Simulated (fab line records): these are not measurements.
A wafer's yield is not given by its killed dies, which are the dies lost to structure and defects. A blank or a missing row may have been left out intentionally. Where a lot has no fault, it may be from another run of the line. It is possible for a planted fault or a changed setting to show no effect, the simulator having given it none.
A struck lot beside a sound one || flow sfq-line || 29 steps out of a route of 325
Sound: the wafers L150.1, L150.5, L150.6. Wafers L154.1, L154.3, L154.4 were the ones struck. The cause is named last.
Each step with rows lists, per side, the tool, then ch with its chambers, then its first start. Under that, the readings that differ: sound wafers || struck wafers || difference of the means || sigmas: that difference in standard deviations of wafers without a fault.
alike: words and numbers the same on both sides, and readings whose means are apart by under 2 such deviations; not compared: readings that were withheld, readings missing a value for some wafer, numbers with overlapping values and no deviation given by the record, and bounds like >300 which may hide the same value.
The two part at a step that has a row with sigmas, a row that says differs or no value, or rows on one side only. When numbers do not overlap yet have no deviation, they are printed without sigmas and do not part them. A reading missing from all wafers of one side parts the sides only when that side holds two or more wafers.

first, 2 steps without rows for these wafers: SFQ_TRILAYER_I0_VIA_STRIP_SOLV_CLEAN_036 (cleans in NMP, time 600 s); SFQ_TRILAYER_M1_DEP_PRE_CLEAN_038 (time 22.5 s).
SFQ_TRILAYER_M1_DEP_SPUTTER_037: material Nb, target thk 200 nm, time 133.3 s.
  sound on pvd-sputter-06, day 20 06:59; struck on pvd-sputter-06, day 21 15:30
  alike: substrate-temp-c, throttle-valve-pct
SFQ_M1_RS_MEAS_909: the measuring method here is four-point-probe.
  sound on film-metro-02, day 20 07:04; struck on film-metro-02, day 21 15:35
  alike: M1_NB_RS
then, 6 steps without rows for these wafers: SFQ_TRILAYER_M1_LITHO_COAT_044 (resist thk 62 nm); SFQ_TRILAYER_M1_LITHO_COAT_039 (resist thk 600 nm); SFQ_TRILAYER_M1_LITHO_SOFTBAKE_043; SFQ_TRILAYER_M1_LITHO_EXPOSE_040 (exposes mask M1, target cd 500 nm); SFQ_TRILAYER_M1_LITHO_PEB_042 (peb time 60 s); SFQ_TRILAYER_M1_LITHO_DEVELOP_041 (time 60 s).
-- the record jumps here: 7 days lie between the struck wafers' starts before and after --
SFQ_M1_OVL_MEAS_911:
  sound on overlay-02, day 27 01:10; struck on overlay-01, day 28 08:29
  alike: M1_OVL
SFQ_TRILAYER_M1_BARC_OPEN_METAL_ETCH_054: etches BARC in O2, target depth 125 nm, time 41.7 s.
  sound on rie-metal-02 ch 0,1, day 27 01:13; struck on rie-metal-04 ch 0,1, day 28 08:31
  no value came back on the struck wafers for bias-w (W), chamber-pressure-mTorr (mTorr), drypump-motor-current-A (A), oes-product-au (a.u.); on the sound wafers bias-w (W) reads 79.97 79.88 80.18
{"reading": "model.KrF_of_TRILAYER_M1_LITHO_COAT_039.thk-nm (nm)", "sound": "527.8 527.1 524.1", "struck": "575.5 576.3 574.1", "difference": "+49.0", "sigmas": ""}
  not compared: rf-hours-counter-h
SFQ_TRILAYER_M1_ETCH_METAL_ETCH_042: etches Nb in Cl2/Ar, stops on SiO2, target depth 240 nm, time 120 s.
  sound on rie-metal-02 ch 0,1, day 27 01:16; struck on rie-metal-04 ch 0,1, day 28 08:34
{"reading": "oes-product-au (a.u.)", "sound": "0.886 0.883 0.891", "struck": "0.374 0.370 0.381", "difference": -0.512, "sigmas": -66}
{"reading": "model.KrF_of_TRILAYER_M1_LITHO_COAT_039.thk-nm (nm)", "sound": "389.5 388.5 385.2", "struck": "438 435.6 435.1", "difference": "+48", "sigmas": ""}
  alike: bias-w, chamber-pressure-mTorr, drypump-motor-current-A
  not compared: rf-hours-counter-h
SFQ_TRILAYER_M1_STRIP_STRIP_043: strips in O2.
  sound on rie-metal-02 ch 0,1, day 27 01:23; struck on rie-metal-04 ch 0,1, day 28 08:42
  alike: drypump-motor-current-A, oes-product-au
  not compared: rf-hours-counter-h
then, 1 step without rows for these wafers: SFQ_TRILAYER_M1_STRIP_SOLV_CLEAN_044 (cleans in NMP, time 600 s).
SFQ_TRILAYER_I1_DEP_PECVD_045: deposits SiO2 from SiH4/N2O, time 111.11 s, target thk 500 nm.
  sound on pecvd-03 ch 0,1,2, day 27 02:10; struck on pecvd-03 ch 0,2, day 28 09:28
  alike: heater-power-outer-w, heater-power-w, throttle-valve-pct
  not compared: since-wet-clean-h
then, 1 step without rows for these wafers: SFQ_TRILAYER_I1_CMP_CMP_046 (polishes SiO2).
SFQ_I1_BOW_MEAS_912:
  sound on film-metro-01, day 27 06:56; struck on film-metro-01, day 28 13:59
  alike: I1_BOW
SFQ_TRILAYER_I1_METRO_MEASURE_047:
  sound on film-metro-01, day 27 07:03; struck on film-metro-01, day 28 14:06
  alike: thk-nm
then, 3 steps without rows for these wafers: SFQ_TRILAYER_I1_VIA_LITHO_COAT_054 (resist thk 62 nm); SFQ_TRILAYER_I1_VIA_LITHO_COAT_049 (resist thk 650 nm); SFQ_TRILAYER_I1_VIA_LITHO_SOFTBAKE_053.
-- the record jumps here: 5 days lie between the struck wafers' starts before and after --
SFQ_TRILAYER_I1_VIA_LITHO_EXPOSE_050: exposes mask I1, target cd 500 nm.
  sound on krf-scanner-01 ch 0, day 33 06:46; struck on krf-scanner-01, day 33 21:10
  no value came back on the struck wafers for exposure-dose-mJ-cm2, focus-offset-nm (nm), sigma-outer; on the sound wafers exposure-dose-mJ-cm2 reads 21.697 21.717 21.718
  alike: mask
then, 2 steps without rows for these wafers: SFQ_TRILAYER_I1_VIA_LITHO_PEB_052 (peb time 60 s); SFQ_TRILAYER_I1_VIA_LITHO_DEVELOP_051 (time 60 s).
SFQ_I1_OVL_MEAS_913:
  sound on overlay-02, day 33 08:16; struck on overlay-01, day 33 22:40
{"reading": "I1_OVL (nm)", "sound": "6 5 1", "struck": "- - -", "difference": "no value on the struck wafers", "sigmas": ""}
then, 1 step without rows for these wafers: SFQ_TRILAYER_I1_VIA_BARC_OPEN_VIA_ETCH_071 (etches BARC in O2, target depth 125 nm, time 41.7 s).
SFQ_TRILAYER_I1_VIA_ETCH_VIA_ETCH_052: etches SiO2 in CHF3, stops on Nb, target depth 260 nm.
  sound on rie-diel-03 ch 1,2,3, day 33 08:21; struck on rie-diel-01 ch 0,1,3, day 33 22:45
{"reading": "oes-product-au (a.u.)", "sound": "0.849 0.851 0.864", "struck": "0.372 0.367 0.378", "difference": -0.482, "sigmas": -95}
{"reading": "model.I1.cd-nm (nm)", "sound": "498.2 500.5 502.7", "struck": "- - -", "difference": "no value on the struck wafers", "sigmas": ""}
  alike: bias-w, chamber-pressure-mTorr, drypump-motor-current-A
SFQ_TRILAYER_I1_VIA_STRIP_STRIP_053: strips in O2.
  sound on rie-metal-01 ch 0, day 33 08:28; struck on rie-metal-01 ch 0,1, day 33 22:52
  alike: drypump-motor-current-A, oes-product-au
  not compared: rf-hours-counter-h

WHERE THEY PART
Earliest at SFQ_TRILAYER_M1_BARC_OPEN_METAL_ETCH_054; latest, in this record, at SFQ_TRILAYER_I1_VIA_ETCH_VIA_ETCH_052. Later steps at which nothing parts them and some readings are alike: SFQ_TRILAYER_I1_VIA_STRIP_STRIP_053.

WHY: the cause the simulator had injected
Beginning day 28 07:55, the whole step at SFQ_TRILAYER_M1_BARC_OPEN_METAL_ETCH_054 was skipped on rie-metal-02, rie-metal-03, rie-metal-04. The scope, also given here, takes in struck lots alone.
